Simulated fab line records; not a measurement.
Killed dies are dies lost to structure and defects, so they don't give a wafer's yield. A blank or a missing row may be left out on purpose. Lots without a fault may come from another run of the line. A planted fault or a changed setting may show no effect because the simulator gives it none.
Chamber matching    flow sky130    SKY_VIA1_ETCH_14 on rie-diel-01 has 4 sister chambers
The step etches BARC in N2/H2, stops on SiO2, time 45.9 s, target depth 60 nm. 8 wafers are shown with their chamber, then 7 later ones without.

== WAFERS PAIRED WITH THEIR CHAMBERS ==
wafer   chamber  drypump-motor-current-A (A)  run-length-s (s)
L442.6  0        5.0                          74.4
L443.1  3        6.2                          73.9
L456.1  2        6.2                          75.1
L458.1  2        6.2                          75.3
L458.4  1        5.9                          74.4
L458.6  0        5.0                          74.2
L459.2  3        6.3                          73.8
L459.4  1        5.9                          74.2

== WAFERS WHOSE CHAMBER IS MISSING ==
wafer   drypump-motor-current-A (A)  run-length-s (s)
L459.6  6.2                          73.7
L460.1  5.0                          74.6
L460.4  6.2                          74.1
L460.6  5.0                          74.1
L461.1  5.0                          74.1
L461.2  5.9                          74.3
L461.4  6.3                          73.9

== WHICH CHAMBER EACH ONE RAN IN ==
wafer   from the rows above  in truth
L459.6  3                    3
L460.1  0                    0
L460.4  3                    3
L460.6  0                    0
L461.1  0                    0
L461.2  1                    1
L461.4  3                    3
7 of 7 placed correctly. Left unplaced by these rows: 0. 0 placed wrongly.
How it was worked out, from the rows above alone: a wafer's distance from a chamber is the root of the sum, over the readings, of the square of ((its reading less the chamber's mean) divided by the reading's scatter). If the next closest chamber is less than 2 further off than the closest, the wafer can't be placed; otherwise it belongs to the closest. A chamber's mean is the mean of its shown wafers. The scatter: the root of (the sum of the squares of (reading less its chamber's mean) over the shown wafers, divided by (wafers less chambers)).
